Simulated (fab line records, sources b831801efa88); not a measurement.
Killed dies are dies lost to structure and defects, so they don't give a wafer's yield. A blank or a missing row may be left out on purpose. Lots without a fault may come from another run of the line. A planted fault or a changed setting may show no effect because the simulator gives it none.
fab line records | flow gf180mcu
record lots=5 wafers=15 last_day=32
route steps=602 shown V5@558 TOP_METAL@567 PASSIVATION@587
lots that met no fault: from a run of the same line without faults
start_h: hours from the record's first day to the start of the lot's first wafer shown | wait_h: hours since the lot's step before | " the same as in the row above | L1.1+2: a row that stands for several wafers | - no value, or no start given | * or withheld: withheld | < > ~ a bound
route shown NAME@n: a module of which the file shows steps, and the number in the route of the first | usual: mean/standard deviation of fault-free wafers | same: alike in all rows | chamber/n: place in a boat | sites: the reading at each site | _std_site: their standard deviation | _edge_site: outer sites' mean less inner sites' | radius_mm: how far each site lies from the wafer's centre | mask NAME#n: copy n | behind: the tool/chamber that last shaped the wafer | hold: why the lot was held/for how many hours/how that ended | device: the transistor (n, p or np) that didn't switch | end of line: the same wafers' tests at the end of the route | a step without rows: its recipe alone | killed: dies lost to structure and defects at the first sort, not the wafer's yield | map: a wafer's dies, x killed, . not, _ none there
set.NAME: the setting as run; set.NAME@STEP: as run at that earlier step | model.NAME: the simulator's own value behind a step, which no gauge read
lots at some steps of the route; a table a step, a row a wafer
services: from which hour (start_h, from the record's first day; less than 0 if before it) a tool's chamber was out of use, for how many hours, and why
## steps
# step GF_V5_STRIP_18
# recipe chemistry=O2/N2 power_w=1400 pressure_mtorr=1500 platen_temp_c=250 o2_flow_sccm=3000 n2_flow_sccm=300 overash_fraction=0.5
# usual drypump_motor_current_A=5.8/0.33 heater_power_w=323/35 o2_flow_sccm=3001/9.1 oes_product_au=0.568/0.0043
# columns lot.wafer tool chamber start_h wait_h drypump_motor_current_A heater_power_w o2_flow_sccm oes_product_au rf_hours_counter_h
L077.1 plasma_asher-02 1 652.41 - 5.6 347 3011 0.566 56
L077.3 " 0 " " 6.1 337 3006 0.572 -
L077.4 " 1 " " 5.6 345 3003 0.571 -
L079.3 plasma_asher-01 1 667.89 - 6.2 282 3003 0.567 -
L079.4 " 0 " " 6.1 294 3014 0.560 -
L079.6 " 1 " " 6.2 286 3010 0.567 -
L083.1 plasma_asher-04 1 692.97 - 5.8 294 3009 0.566 93
L083.2 " 0 " " 5.2 370 2998 0.568 93
L083.5 " 1 " " 5.8 290 3003 0.576 -
L087.2 plasma_asher-04 1 731.27 - 5.8 293 2989 0.569 96
L087.5 " 0 " " 5.2 374 2983 0.569 -
L087.6 " 1 " " 5.8 294 2991 0.565 -
L089.1 plasma_asher-02 0 742.72 - 6.2 345 3004 0.561 64
L089.3 " 0 " " 6.1 356 3011 0.563 -
L089.6 " 1 " " 5.6 340 2999 0.565 -
# step GF_V5_STRIP_19
# recipe chemistry=post_etch_residue_remover time_s=1200 temp_c=72.5
# columns lot.wafer tool chamber start_h wait_h
L077.1+3+4 wet_bench-01 3 652.51 0.1
L079.3+4+6 wet_bench-03 0 667.96 0.0
L083.1+2+5 wet_bench-03 1 693.07 0.1
L087.2+5+6 wet_bench-04 2 731.37 0.1
L089.1+3+6 wet_bench-04 1 742.82 0.1
# step GF_V5_CLEAN_20
# recipe chemistry=DIW dry=n2_spin
# columns lot.wafer tool chamber start_h wait_h
L077.1+3+4 wet_bench-01 0 652.85 0.0
L079.3+4+6 wet_bench-04 1 668.30 0.0
L083.1+2+5 wet_bench-01 1 693.41 0.0
L087.2+5+6 wet_bench-03 2 731.71 0.0
L089.1+3+6 wet_bench-01 0 743.19 0.0
# step GF_V5_SPUTTER_21
# recipe material=Ti target_thk_nm=15 chamber_pressure_pa=5 power_w=2500 substrate_temp_c=200 time_s=80.02
# usual throttle_valve_pct=29.7/0.83
# columns lot.wafer tool chamber start_h wait_h throttle_valve_pct
L077.1 pvd_sputter-03 - 652.94 0.0 29.8
L077.3 " - " " 29.4
L077.4 " - " " 29.0
L079.3 pvd_sputter-04 - 668.40 0.0 29.7
L079.4 " - " " 29.8
L079.6 " - " " 30.1
L083.1 pvd_sputter-03 - 693.50 0.0 29.9
L083.2 " - " " 29.2
L083.5 " - " " 29.7
L087.2 pvd_sputter-04 - 731.82 0.0 30.1
L087.5 " - " " 29.7
L087.6 " - " " 30.0
L089.1 pvd_sputter-04 - 743.28 0.0 30.7
L089.3 " - " " 29.4
L089.6 " - " " 30.5
# step GF_V5_SPUTTER_22
# recipe material=TiN target_thk_nm=10 chamber_pressure_pa=5 power_w=4000 time_s=40
# usual throttle_valve_pct=29.7/0.86
# columns lot.wafer tool chamber start_h wait_h throttle_valve_pct
L077.1 pvd_sputter-03 - 653.00 0.0 30.1
L077.3 " - " " 29.1
L077.4 " - " " 28.9
L079.3 pvd_sputter-04 - 668.46 0.0 29.7
L079.4 " - " " 29.9
L079.6 " - " " 30.3
L083.1 pvd_sputter-03 - 693.56 0.0 30.4
L083.2 " - " " 29.0
L083.5 " - " " 29.7
L087.2 pvd_sputter-04 - 731.88 0.0 29.9
L087.5 " - " " 29.8
L087.6 " - " " 30.1
L089.1 pvd_sputter-04 - 743.34 0.0 30.8
L089.3 " - " " 29.8
L089.6 " - " " 30.7
# step GF_V5_CVD_23
# recipe material=W target_thk_nm=350 time_s=104.9 temp_c=400 pressure_torr=40
# usual chamber_pressure_Torr=40.01/0.086 heater_power_w=808/48
# columns lot.wafer tool chamber start_h wait_h chamber_pressure_Torr heater_power_w
L077.1 cvd_w-02 1 653.04 0.0 39.99 719
L077.3 " 0 " " 40.07 835
L077.4 " 1 " " 40.15 716
L079.3 cvd_w-01 0 668.54 0.1 40.06 767
L079.4 " 1 " " 40.08 814
L079.6 " 1 " " 39.93 831
L083.1 cvd_w-02 0 693.60 0.0 40.04 847
L083.2 " 1 " " 39.93 688
L083.5 " 0 " " 40.03 832
L087.2 cvd_w-01 0 731.92 0.0 39.89 789
L087.5 " 1 " " 40.18 861
L087.6 " 0 " " 39.83 801
L089.1 cvd_w-02 0 743.38 0.0 40.05 851
L089.3 " 1 " " 40.04 735
L089.6 " 0 " " 39.88 862
# step GF_V5_RS_MEAS_24
# recipe thk_meas_gauge=four-point-probe reads=W_of_V5_CVD_23+TiN_of_V5_SPUTTER_22+Ti_of_V5_SPUTTER_21
# usual V5_W_RS=0.323/0.0064
# columns lot.wafer tool chamber start_h wait_h V5_W_RS[ohm/sq]
L077.1 film_metro-02 - 653.15 0.1 0.329
L077.3 " - " " 0.332
L077.4 " - " " 0.326
L079.3 film_metro-02 - 668.65 0.1 0.318
L079.4 " - " " 0.330
L079.6 " - " " 0.330
L083.1 film_metro-01 - 693.71 0.1 0.326
L083.2 " - " " 0.327
L083.5 " - " " 0.327
L087.2 film_metro-04 - 732.05 0.1 0.316
L087.5 " - " " 0.332
L087.6 " - " " 0.313
L089.1 film_metro-04 - 743.49 0.1 0.318
L089.3 " - " " 0.326
L089.6 " - " " 0.318
# step GF_V5_THK_MEAS_25
# recipe thk_meas_gauge=xrf reads=W_of_V5_CVD_23
# usual V5_W_THK=350/8.7
# columns lot.wafer tool chamber start_h wait_h V5_W_THK[nm]
L077.1 film_metro-02 - 653.27 0.1 348
L077.3 " - " " 344
L077.4 " - " " 348
L079.3 film_metro-02 - 668.75 0.1 358
L079.4 " - " " 347
L079.6 " - " " 344
L083.1 film_metro-01 - 693.83 0.1 341
L083.2 " - " " 343
L083.5 " - " " 343
L087.2 film_metro-04 - 732.16 0.1 364
L087.5 " - " " 345
L087.6 " - " " 366
L089.1 film_metro-04 - 743.61 0.1 364
L089.3 " - " " 351
L089.6 " - " " 361
# step GF_V5_CMP_26
# recipe stop_on=SiO2 down_force_psi=3.5 platen_rpm=60 t_overpolish_s=15 target_thk_nm=0 pad_velocity_m_s=0.94248
# usual motor_current_A=10.9/0.93 overpolish_run_s=15.000/0.0088 time_to_endpoint_s=86/3.5
# columns lot.wafer tool chamber start_h wait_h motor_current_A overpolish_run_s time_to_endpoint_s
L077.1 cmp-02 3 653.33 0.1 10.8 15.014 87
L077.3 " 0 " " 10.0 14.989 87
L077.4 " 2 " " 9.8 15.000 84
L079.4 cmp-02 0 668.79 0.0 10.5 15.012 82
L079.3 " 1 " " 10.8 14.991 87
L079.6 " 1 " " 10.8 14.990 85
L083.2 cmp-02 3 694.08 0.2 11.0 15.017 86
L083.1 " 1 " " 11.4 15.010 83
L083.5 " 0 " " 10.9 15.003 77
L087.2 cmp-02 0 732.36 0.2 10.1 14.995 84
L087.6 " 1 " " 11.4 15.006 85
L087.5 " 2 " " 9.6 15.010 76
L089.1 cmp-01 0 743.67 0.1 10.1 14.986 86
L089.3 " 1 " " 12.7 15.006 86
L089.6 " 1 " " 13.2 15.010 88
# step GF_TOP_METAL_SPUTTER_00
# recipe material=Ti target_thk_nm=37.5 arriving_ion_energy_ev=80 substrate_temp_c=200 chamber_pressure_pa=2 power_w=4000 time_s=150
# usual throttle_valve_pct=29.8/0.69
# columns lot.wafer tool chamber start_h wait_h throttle_valve_pct
L077.1 pvd_sputter-03 - 653.63 0.2 28.7
L077.3 " - " " 29.1
L077.4 " - " " 30.3
L079.3 pvd_sputter-03 - 669.09 0.2 29.9
L079.4 " - " " 29.0
L079.6 " - " " 29.0
L083.1 pvd_sputter-01 - 694.38 0.1 31.2
L083.2 " - " " 29.0
L083.5 " - " " 28.8
L087.2 pvd_sputter-04 - 732.51 0.1 30.9
L087.5 " - " " 30.2
L087.6 " - " " 30.0
L089.1 pvd_sputter-03 - 743.97 0.2 29.0
L089.3 " - " " 29.3
L089.6 " - " " 28.9
# step GF_TOP_METAL_SPUTTER_01
# recipe material=TiN target_thk_nm=30 power_w=6500 time_s=25 chamber_pressure_pa=0.4
# usual throttle_valve_pct=29.8/0.68
# columns lot.wafer tool chamber start_h wait_h throttle_valve_pct
L077.1 pvd_sputter-03 - 653.73 0.1 29.1
L077.3 " - " " 29.4
L077.4 " - " " 30.3
L079.3 pvd_sputter-03 - 669.19 0.1 29.7
L079.4 " - " " 29.4
L079.6 " - " " 29.1
L083.1 pvd_sputter-01 - 694.48 0.1 31.0
L083.2 " - " " 28.8
L083.5 " - " " 28.8
L087.2 pvd_sputter-04 - 732.61 0.1 30.4
L087.5 " - " " 30.6
L087.6 " - " " 30.1
L089.1 pvd_sputter-03 - 744.07 0.1 29.0
L089.3 " - " " 29.3
L089.6 " - " " 29.1
# step GF_TOP_METAL_SPUTTER_02
# recipe material=AlCu target_thk_nm=900 power_w=10600 chamber_pressure_pa=0.3 substrate_temp_c=250 gas=Ar time_s=47.82
# usual throttle_valve_pct=29.8/0.68
# columns lot.wafer tool chamber start_h wait_h throttle_valve_pct
L077.1 pvd_sputter-03 - 653.77 0.0 29.0
L077.3 " - " " 29.1
L077.4 " - " " 29.9
L079.3 pvd_sputter-03 - 669.22 0.0 29.8
L079.4 " - " " 29.5
L079.6 " - " " 29.0
L083.1 pvd_sputter-01 - 694.51 0.0 31.1
L083.2 " - " " 29.0
L083.5 " - " " 28.6
L087.2 pvd_sputter-04 - 732.64 0.0 30.5
L087.5 " - " " 30.3
L087.6 " - " " 30.1
L089.1 pvd_sputter-03 - 744.11 0.0 29.1
L089.3 " - " " 29.0
L089.6 " - " " 29.0
# step GF_TOP_METAL_SPUTTER_03
# recipe material=Ti target_thk_nm=5 substrate_temp_c=300 chamber_pressure_pa=0.3 power_w=3000 time_s=3.3
# usual throttle_valve_pct=29.8/0.69
# columns lot.wafer tool chamber start_h wait_h throttle_valve_pct
L077.1 pvd_sputter-03 - 653.81 0.0 29.0
L077.3 " - " " 29.3
L077.4 " - " " 30.1
L079.3 pvd_sputter-03 - 669.27 0.0 29.9
L079.4 " - " " 29.2
L079.6 " - " " 29.4
L083.1 pvd_sputter-01 - 694.55 0.0 31.3
L083.2 " - " " 28.7
L083.5 " - " " 28.7
L087.2 pvd_sputter-04 - 732.68 0.0 30.8
L087.5 " - " " 30.3
L087.6 " - " " 30.2
L089.1 pvd_sputter-03 - 744.15 0.0 29.1
L089.3 " - " " 29.4
L089.6 " - " " 29.2
# step GF_TOP_METAL_SPUTTER_04
# recipe material=TiN target_thk_nm=25 power_w=6500 time_s=20.8 chamber_pressure_pa=0.4
# usual throttle_valve_pct=29.8/0.67
# columns lot.wafer tool chamber start_h wait_h throttle_valve_pct
L077.1 pvd_sputter-03 - 653.83 0.0 29.0
L077.3 " - " " 29.4
L077.4 " - " " 30.0
L079.3 pvd_sputter-03 - 669.29 0.0 29.9
L079.4 " - " " 29.4
L079.6 " - " " 29.4
L083.1 pvd_sputter-01 - 694.57 0.0 31.2
L083.2 " - " " 28.8
L083.5 " - " " 28.8
L087.2 pvd_sputter-04 - 732.70 0.0 30.5
L087.5 " - " " 30.2
L087.6 " - " " 30.1
L089.1 pvd_sputter-03 - 744.17 0.0 28.8
L089.3 " - " " 29.4
L089.6 " - " " 28.9
# step GF_TOP_METAL_RS_MEAS_05
# recipe thk_meas_gauge=four-point-probe reads=TiN_of_TOP_METAL_SPUTTER_04+Ti_of_TOP_METAL_SPUTTER_03+AlCu_of_TOP_METAL_SPUTTER_02+TiN_of_TOP_METAL_SPUTTER_01+Ti_of_TOP_METAL_SPUTTER_00
# usual TOP_METAL_ALCU_RS=0.0328/0.00036
# columns lot.wafer tool chamber start_h wait_h TOP_METAL_ALCU_RS[ohm/sq]
L077.1 film_metro-03 - 653.86 0.0 0.0328
L077.3 " - " " 0.0326
L077.4 " - " " 0.0328
L079.3 film_metro-01 - 669.35 0.1 0.0332
L079.4 " - " " 0.0329
L079.6 " - " " 0.0330
L083.1 film_metro-01 - 694.60 0.0 0.0327
L083.2 " - " " 0.0330
L083.5 " - " " 0.0331
L087.2 film_metro-01 - 732.75 0.0 0.0331
L087.5 " - " " 0.0330
L087.6 " - " " 0.0332
L089.1 film_metro-03 - 744.20 0.0 0.0323
L089.3 " - " " 0.0320
L089.6 " - " " 0.0323
# step GF_TOP_METAL_THK_MEAS_06
# recipe thk_meas_gauge=xrf reads=AlCu_of_TOP_METAL_SPUTTER_02
# usual TOP_METAL_ALCU_THK=894/11
# columns lot.wafer tool chamber start_h wait_h TOP_METAL_ALCU_THK[nm]
L077.1 film_metro-03 - 653.98 0.1 883
L077.3 " - " " 887
L077.4 " - " " 886
L079.3 film_metro-01 - 669.45 0.1 885
L079.4 " - " " 895
L079.6 " - " " 894
L083.1 film_metro-01 - 694.72 0.1 902
L083.2 " - " " 893
L083.5 " - " " 892
L087.2 film_metro-01 - 732.86 0.1 897
L087.5 " - " " 893
L087.6 " - " " 893
L089.1 film_metro-03 - 744.32 0.1 906
L089.3 " - " " 910
L089.6 " - " " 905
# step GF_TOP_METAL_DEHYDRATE_07
# recipe temp_c=200 time_s=60
# columns lot.wafer tool chamber start_h wait_h
L077.1+3+4 litho_track-02 0 663.65 9.7
L079.3+4+6 litho_track-02 0 678.00 8.5
L083.1+2+5 litho_track-03 0 703.46 8.7
L087.2+5+6 litho_track-02 0 740.77 7.9
L089.1+3+6 litho_track-04 0 751.76 7.4
# step GF_TOP_METAL_HMDS_08
# recipe prime_time_s=60 prime_temp_c=120
# columns lot.wafer tool chamber start_h wait_h
L077.1+3+4 litho_track-02 0 663.80 0.1
L079.3+4+6 litho_track-02 0 678.15 0.1
L083.1+2+5 litho_track-03 0 703.61 0.1
L087.2+5+6 litho_track-02 0 740.92 0.1
L089.1+3+6 litho_track-04 0 751.91 0.1
# step GF_TOP_METAL_COAT_09
# recipe resist=NOVOLAK spin_rpm=3000 resist_thk_nm=1500
# columns lot.wafer tool chamber start_h wait_h
L077.1+3+4 litho_track-02 0 663.95 0.1
L079.3+4+6 litho_track-02 0 678.30 0.1
L083.1+2+5 litho_track-03 0 703.76 0.1
L087.2+5+6 litho_track-02 0 741.07 0.1
L089.1+3+6 litho_track-04 0 752.06 0.1
# step GF_TOP_METAL_SOFTBAKE_10
# recipe temp_c=90 time_s=60 resist=NOVOLAK
# columns lot.wafer tool chamber start_h wait_h
L077.1+3+4 litho_track-02 0 664.10 0.1
L079.3+4+6 litho_track-02 0 678.45 0.1
L083.1+2+5 litho_track-03 0 703.91 0.1
L087.2+5+6 litho_track-02 0 741.22 0.1
L089.1+3+6 litho_track-04 0 752.21 0.1
# step GF_TOP_METAL_EXPOSE_11
# recipe mask_id=MetalTop target_cd_nm=440 na=0.6 source_shape=conventional sigma_outer=0.6 dose_mj=170
# usual reticle_temp_C=22.99/0.1
# columns lot.wafer tool chamber start_h wait_h mask reticle_temp_C
L077.1 iline_stepper-01 0 - - MetalTop#0 23.09
L077.3 " 0 " " MetalTop#0 23.20
L077.4 " 0 " " MetalTop#0 22.99
L079.3 iline_stepper-02 0 - - MetalTop#0 23.07
L079.4 " 0 " " MetalTop#0 23.04
L079.6 " 0 " " MetalTop#0 23.09
L083.1 iline_stepper-01 0 - - MetalTop#0 23.01
L083.2 " 0 " " MetalTop#0 23.02
L083.5 " 0 " " MetalTop#0 22.94
L087.2 iline_stepper-01 0 - - MetalTop#0 23.07
L087.5 " 0 " " MetalTop#0 23.04
L087.6 " 0 " " MetalTop#0 23.11
L089.1 iline_stepper-02 0 - - MetalTop#0 23.02
L089.3 " 0 " " MetalTop#0 22.77
L089.6 " 0 " " MetalTop#0 23.00
# step GF_TOP_METAL_PEB_12
# recipe temp_c=withheld time_s=* resist=NOVOLAK
# columns lot.wafer tool chamber start_h wait_h
L077.1+3+4 litho_track-04 0 - -
L079.3+4+6 litho_track-04 0 - -
L083.1+2+5 litho_track-04 0 - -
L087.2+5+6 litho_track-03 0 - -
L089.1+3+6 litho_track-02 0 - -
# step GF_TOP_METAL_DEVELOP_13
# recipe develop_time_s=60 dev_temp_c=23
# columns lot.wafer tool chamber start_h wait_h
L077.1+3+4 litho_track-04 0 673.36 0.1
L079.3+4+6 litho_track-04 0 688.06 0.1
L083.1+2+5 litho_track-04 0 712.56 0.1
L087.2+5+6 litho_track-03 0 749.38 0.1
L089.1+3+6 litho_track-02 0 760.54 0.1
# step GF_TOP_METAL_CD_MEAS_14
# recipe target_cd_nm=440
# usual cd_nm=439.6/2.3
# columns lot.wafer tool chamber start_h wait_h cd_nm
L077.1 cd_sem-01 - 673.57 0.2 440.2
L077.3 " - " " 439.0
L077.4 " - " " 439.0
L079.3 cd_sem-02 - 688.20 0.1 440.7
L079.4 " - " " 439.0
L079.6 " - " " 441.1
L083.1 cd_sem-01 - 712.71 0.1 439.9
L083.2 " - " " 440.8
L083.5 " - " " 442.2
L087.2 cd_sem-01 - 749.53 0.1 443.7
L087.5 " - " " 444.0
L087.6 " - " " 444.0
L089.1 cd_sem-02 - 760.69 0.1 437.3
L089.3 " - " " 438.0
L089.6 " - " " 438.4
# step GF_TOP_METAL_OVL_MEAS_15
# usual TOP_METAL_OVL=-1.2/1.3
# columns lot.wafer tool chamber start_h wait_h TOP_METAL_OVL[nm]
L077.1 overlay-01 - 673.69 0.1 -0.7
L077.3 " - " " -1.3
L077.4 " - " " -1.7
L079.3 overlay-02 - 688.29 0.1 -1.5
L079.4 " - " " -1.8
L079.6 " - " " 0.2
L083.1 overlay-01 - 712.83 0.1 -0.2
L083.2 " - " " 0.1
L083.5 " - " " -0.6
L087.2 overlay-02 - 749.63 0.1 -1.7
L087.5 " - " " -3.0
L087.6 " - " " -1.8
L089.1 overlay-01 - 760.81 0.1 0.2
L089.3 " - " " -1.2
L089.6 " - " " -2.3
# step GF_TOP_METAL_METAL_ETCH_16
# recipe chemistry=Cl2/BCl3 mask_material=NOVOLAK target_depth_nm=1197 stop_on=SiO2 pressure_mtorr=8 icp_w=800 bias_w=140 Cl2_flow_sccm=80 bcl3_flow_sccm=40 time_s=199.5
# usual drypump_motor_current_A=5.8/0.37 oes_product_au=0.988/0.0057 throttle_valve_pct=28.232/0.01
# columns lot.wafer tool chamber start_h wait_h drypump_motor_current_A oes_product_au rf_hours_counter_h throttle_valve_pct
L077.1 rie_metal-04 1 673.73 0.0 5.9 0.981 9 28.245
L077.3 " 1 " " 5.9 0.986 - 28.247
L077.4 " 1 " " 5.9 0.990 - 28.247
L079.3 rie_metal-02 1 688.38 0.1 5.9 0.979 - 28.217
L079.4 " 0 " " 6.5 0.980 - 28.227
L079.6 " 0 " " 6.4 0.981 - 28.222
L083.1 rie_metal-04 0 712.87 0.0 5.8 0.991 1 28.226
L083.2 " 1 " " 6.0 0.987 10 28.216
L083.5 " 0 " " 5.8 0.988 - 28.226
L087.2 rie_metal-01 0 749.66 0.0 5.2 0.982 12 28.234
L087.5 " 1 " " 5.6 0.993 - 28.236
L087.6 " 0 " " 5.2 0.985 - 28.227
L089.1 rie_metal-01 0 760.85 0.0 5.2 0.984 13 28.242
L089.3 " 0 " " 5.3 0.995 - 28.218
L089.6 " 1 " " 5.6 0.982 - 28.226
# step GF_TOP_METAL_STRIP_17
# recipe chemistry=O2/N2 power_w=1400 pressure_mtorr=1500 platen_temp_c=250 o2_flow_sccm=3000 n2_flow_sccm=300 overash_fraction=0.5
# usual drypump_motor_current_A=5.5/0.46 heater_power_w=320/29 o2_flow_sccm=3000/8.1 oes_product_au=0.710/0.0043 strip_time_to_endpoint_s=12.95/0.084
# columns lot.wafer tool chamber start_h wait_h drypump_motor_current_A heater_power_w o2_flow_sccm oes_product_au rf_hours_counter_h strip_time_to_endpoint_s
L077.1 plasma_asher-03 0 674.11 0.3 4.9 343 2994 0.710 103 12.99
L077.3 " 1 " " 5.4 324 2990 0.715 - 12.98
L077.4 " 0 " " 4.9 343 2992 0.711 - 12.99
L079.3 plasma_asher-04 1 688.54 0.1 5.8 290 3000 0.709 - 12.93
L079.4 " 0 " " 5.2 371 3010 0.703 - 13.02
L079.6 " 1 " " 5.8 287 3007 0.705 - 12.93
L083.1 plasma_asher-03 0 713.06 0.1 4.9 341 3000 0.718 107 12.93
L083.2 " 1 " " 5.4 313 2998 0.714 107 12.92
L083.5 " 0 " " 4.9 339 3012 0.709 - 12.87
L087.2 plasma_asher-01 0 749.86 0.1 6.1 296 2990 0.709 34 13.09
L087.5 " 0 " " 6.1 291 3006 0.707 - 13.02
L087.6 " 1 " " 6.1 284 3007 0.709 - 13.02
L089.1 plasma_asher-03 1 761.04 0.1 5.4 322 2990 0.701 2 13.06
L089.3 " 1 " " 5.4 327 2987 0.716 - 13.10
L089.6 " 0 " " 4.9 348 2991 0.712 - 12.97
# step GF_TOP_METAL_STRIP_18
# recipe chemistry=post_etch_residue_remover time_s=1200 temp_c=72.5
# columns lot.wafer tool chamber start_h wait_h
L077.1+3+4 wet_bench-01 3 674.21 0.1
L079.3+4+6 wet_bench-03 0 688.61 0.0
L083.1+2+5 wet_bench-01 1 713.16 0.1
L087.2+5+6 wet_bench-01 2 749.96 0.1
L089.1+3+6 wet_bench-01 0 761.14 0.1
# step GF_TOP_METAL_CLEAN_19
# recipe chemistry=DIW dry=n2_spin
# columns lot.wafer tool chamber start_h wait_h
L077.1+3+4 wet_bench-02 1 674.55 0.0
L079.3+4+6 wet_bench-02 3 688.98 0.0
L083.1+2+5 wet_bench-02 2 713.50 0.0
L087.2+5+6 wet_bench-03 1 750.30 0.0
L089.1+3+6 wet_bench-01 1 761.48 0.0
# step GF_PASSIVATION_CVD_00
# recipe material=SiO2 target_thk_nm=1000 precursor=TEOS temp_c=400 time_s=111.95 rf_w=600
# usual heater_power_w=687/78
# columns lot.wafer tool chamber start_h wait_h heater_power_w
L077.1 pecvd-03 0 674.64 0.0 760
L077.3 " 2 " " 633
L077.4 " 1 " " 769
L079.3 pecvd-04 2 689.07 0.0 723
L079.4 " 0 " " 604
L079.6 " 2 " " 758
L083.1 pecvd-02 1 713.59 0.0 694
L083.2 " 0 " " 676
L083.5 " 0 " " 713
L087.2 pecvd-02 0 750.39 0.0 731
L087.5 " 1 " " 586
L087.6 " 2 " " 705
L089.1 pecvd-02 0 761.58 0.0 622
L089.3 " 2 " " 693
L089.6 " 2 " " 735
# step GF_PASSIVATION_THK_MEAS_01
# recipe reads=SiO2_of_PASSIVATION_CVD_00
# usual PASSIVATION_CVD_00_THK=1000/13
# columns lot.wafer tool chamber start_h wait_h PASSIVATION_CVD_00_THK[nm]
L077.1 film_metro-04 - 674.72 0.0 999
L077.3 " - " " 981
L077.4 " - " " 997
L079.3 film_metro-04 - 689.17 0.1 984
L079.4 " - " " 1001
L079.6 " - " " 999
L083.1 film_metro-03 - 713.67 0.0 989
L083.2 " - " " 986
L083.5 " - " " 1009
L087.2 film_metro-02 - 750.48 0.0 996
L087.5 " - " " 1016
L087.6 " - " " 1018
L089.1 film_metro-04 - 761.65 0.0 993
L089.3 " - " " 999
L089.6 " - " " 1013
# step GF_PASSIVATION_CVD_02
# recipe material=Si3N4 target_thk_nm=700 time_s=486.18 temp_c=400 rf_w=450
# usual heater_power_w=732/77
# columns lot.wafer tool chamber start_h wait_h heater_power_w
L077.1 pecvd-02 2 674.78 0.1 800
L077.3 " 2 " " 633
L077.4 " 1 " " 727
L079.3 pecvd-03 2 689.21 0.0 743
L079.4 " 2 " " 796
L079.6 " 1 " " 833
L083.1 pecvd-04 2 713.73 0.1 754
L083.2 " 0 " " 602
L083.5 " 1 " " 770
L087.2 pecvd-03 2 750.53 0.0 690
L087.5 " 0 " " 874
L087.6 " 1 " " 787
L089.1 pecvd-04 0 761.71 0.1 536
L089.3 " 2 " " 721
L089.6 " 2 " " 759
# step GF_PASSIVATION_THK_MEAS_03
# recipe reads=Si3N4_of_PASSIVATION_CVD_02
# usual PASSIVATION_CVD_02_THK=698/9.6
# columns lot.wafer tool chamber start_h wait_h PASSIVATION_CVD_02_THK[nm]
L077.1 film_metro-02 - 675.21 0.3 697
L077.3 " - " " 692
L077.4 " - " " 694
L079.3 film_metro-02 - 689.52 0.2 707
L079.4 " - " " 720
L079.6 " - " " 719
L083.1 film_metro-02 - 714.02 0.1 702
L083.2 " - " " 689
L083.5 " - " " 709
L087.2 film_metro-03 - 750.82 0.2 698
L087.5 " - " " 699
L087.6 " - " " 708
L089.1 film_metro-03 - 762.00 0.1 706
L089.3 " - " " 694
L089.6 " - " " 704
# step GF_PASSIVATION_DEHYDRATE_04
# recipe temp_c=200 time_s=60
# columns lot.wafer tool chamber start_h wait_h
L077.1+3+4 litho_track-01 0 684.55 9.3
L079.3+4+6 litho_track-03 0 697.81 8.3
L083.1+2+5 litho_track-01 0 722.60 8.6
L087.2+5+6 litho_track-03 0 758.53 7.7
L089.1+3+6 litho_track-01 0 769.20 7.2
# step GF_PASSIVATION_HMDS_05
# recipe prime_time_s=60 prime_temp_c=120
# columns lot.wafer tool chamber start_h wait_h
L077.1+3+4 litho_track-01 0 684.70 0.1
L079.3+4+6 litho_track-03 0 697.96 0.1
L083.1+2+5 litho_track-01 0 722.75 0.1
L087.2+5+6 litho_track-03 0 758.68 0.1
L089.1+3+6 litho_track-01 0 769.35 0.1
# step GF_PASSIVATION_COAT_06
# recipe spin_rpm=2000 resist_thk_nm=4000
# columns lot.wafer tool chamber start_h wait_h
L077.1+3+4 litho_track-01 0 684.85 0.1
L079.3+4+6 litho_track-03 0 698.11 0.1
L083.1+2+5 litho_track-01 0 722.90 0.1
L087.2+5+6 litho_track-03 0 758.83 0.1
L089.1+3+6 litho_track-01 0 769.50 0.1
# step GF_PASSIVATION_SOFTBAKE_07
# recipe temp_c=110 time_s=withheld
# columns lot.wafer tool chamber start_h wait_h
L077.1+3+4 litho_track-01 0 685.00 0.1
L079.3+4+6 litho_track-03 0 698.28 0.1
L083.1+2+5 litho_track-01 0 723.05 0.1
L087.2+5+6 litho_track-03 0 758.99 0.1
L089.1+3+6 litho_track-01 0 769.65 0.1
## services
# columns tool chamber start_h hours kind
wet_bench-01 - 645.58 2.6 repair
pvd_sputter-01 - 662.35 2.1 repair
rie_metal-01 - 667.39 2.8 pm
pecvd-02 0 670.54 21.9 repair
wet_bench-04 - 678.64 0.7 repair
pecvd-03 - 681.82 0.5 repair
cvd_w-02 - 685.24 1.0 repair
cmp-02 - 691.50 1.0 repair
cmp-01 - 692.70 4.6 pm
pvd_sputter-03 - 697.66 0.8 repair
plasma_asher-04 - 697.88 14.6 pm
pvd_sputter-01 - 702.26 14.7 repair
pvd_sputter-04 - 709.11 3.0 repair
cmp-01 - 710.75 2.5 repair
cmp-02 - 715.96 6.3 pm
plasma_asher-02 - 721.14 14.6 pm
plasma_asher-03 - 733.75 9.0 pm
plasma_asher-01 - 734.38 1.1 repair
plasma_asher-01 - 740.48 1.2 repair
cvd_w-01 - 741.73 2.1 repair
cvd_w-02 - 743.92 0.4 repair
plasma_asher-01 - 751.84 2.8 pm
pecvd-03 - 759.68 1.1 repair
plasma_asher-01 - 763.99 0.7 repair
## key
fault none
